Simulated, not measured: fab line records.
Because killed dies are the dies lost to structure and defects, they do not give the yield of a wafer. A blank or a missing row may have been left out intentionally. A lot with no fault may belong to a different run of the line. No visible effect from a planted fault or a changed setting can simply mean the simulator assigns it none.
The tool behind it: which one? | flow gf180mcu | Sampling: 12 lots, 36 wafers, 3 of 602 route steps

WHAT THE GAUGES READ, wafer by wafer
GF_M1_OVL_MEAS_15.
lot  | measured     | on         | M1_OVL (nm)
L075 | day 17 11:53 | overlay-01 | 1 2 -6
L077 | day 18 06:55 | overlay-02 | 3 3 -2
L079 | day 19 04:04 | overlay-02 | 4 5 5
L081 | day 19 21:40 | overlay-01 | -3 1 -6
L083 | day 20 12:04 | overlay-02 | 12 3 11
L085 | day 21 03:34 | overlay-02 | 0 11 4
L087 | day 21 23:46 | overlay-02 | 5 2 7
L089 | day 22 14:43 | overlay-01 | -8 -3 -1
L091 | day 23 12:41 | overlay-02 | -5 -5 -8
L093 | day 24 00:59 | overlay-02 | 7 6 0
L095 | day 24 15:54 | overlay-01 | 6 10 7
L097 | day 25 03:26 | overlay-02 | 4 1 3

WHICH TOOL RAN EACH LOT (tool, then ch and the chambers of the sampled wafers, then the start)
lot  | GF_VT_IMPLANT_STRIP_42               | GF_SALICIDE_RTA_06
L075 | plasma asher-03 ch 1, day 7 19:35    | rtp anneal-02 ch 0, day 15 12:32
L077 | plasma asher-03 ch 0,1, day 8 10:03  | rtp anneal-02 ch 0, day 16 06:24
L079 | plasma asher-03 ch 0,1, day 8 21:17  | rtp anneal-01 ch 0, day 17 01:37
L081 | plasma asher-01 ch 0,1, day 9 13:51  | rtp anneal-02 ch 0, day 17 18:56
L083 | plasma asher-03 ch 1, day 10 00:20   | rtp anneal-01 ch 0, day 18 08:47
L085 | plasma asher-03 ch 0,1, day 10 12:44 | rtp anneal-01 ch 0, day 19 00:51
L087 | plasma asher-04 ch 0,1, day 11 02:21 | rtp anneal-02 ch 0, day 19 21:01
L089 | plasma asher-01 ch 0,1, day 11 16:20 | rtp anneal-02 ch 0, day 20 13:23
L091 | plasma asher-01 ch 1, day 12 09:21   | rtp anneal-01 ch 0, day 21 12:36
L093 | plasma asher-04 ch 0,1, day 12 22:25 | rtp anneal-01 ch 0, day 22 01:11
L095 | plasma asher-01 ch 0,1, day 13 08:41 | rtp anneal-02 ch 0, day 22 15:46
L097 | plasma asher-01 ch 0,1, day 13 22:49 | rtp anneal-02 ch 0, day 23 04:58
- GF_VT_IMPLANT_STRIP_42: strips in O2/N2.
- GF_SALICIDE_RTA_06: time 30 s.

THE ANSWER, worked out from the rows above alone
Rule: the lots themselves supply what counts as usual. Put in order of their means at a reading, lots are off if they are a third of the lots or fewer, leave a main group of 4 or more, and stand apart from it by a gap of 3 or more times the standard deviation of the main group's means; of several such gaps the widest counts. If all means in a main group match to the digits the tables above print for the reading, that group is not used. Also off: a lot with no number at a reading for which 4 or more lots have one. Any other lot the step has rows for is counted as sound.
Across all readings shown, no lot is off: no conclusion can be drawn from this.

WHAT THE SIMULATOR PUT IN
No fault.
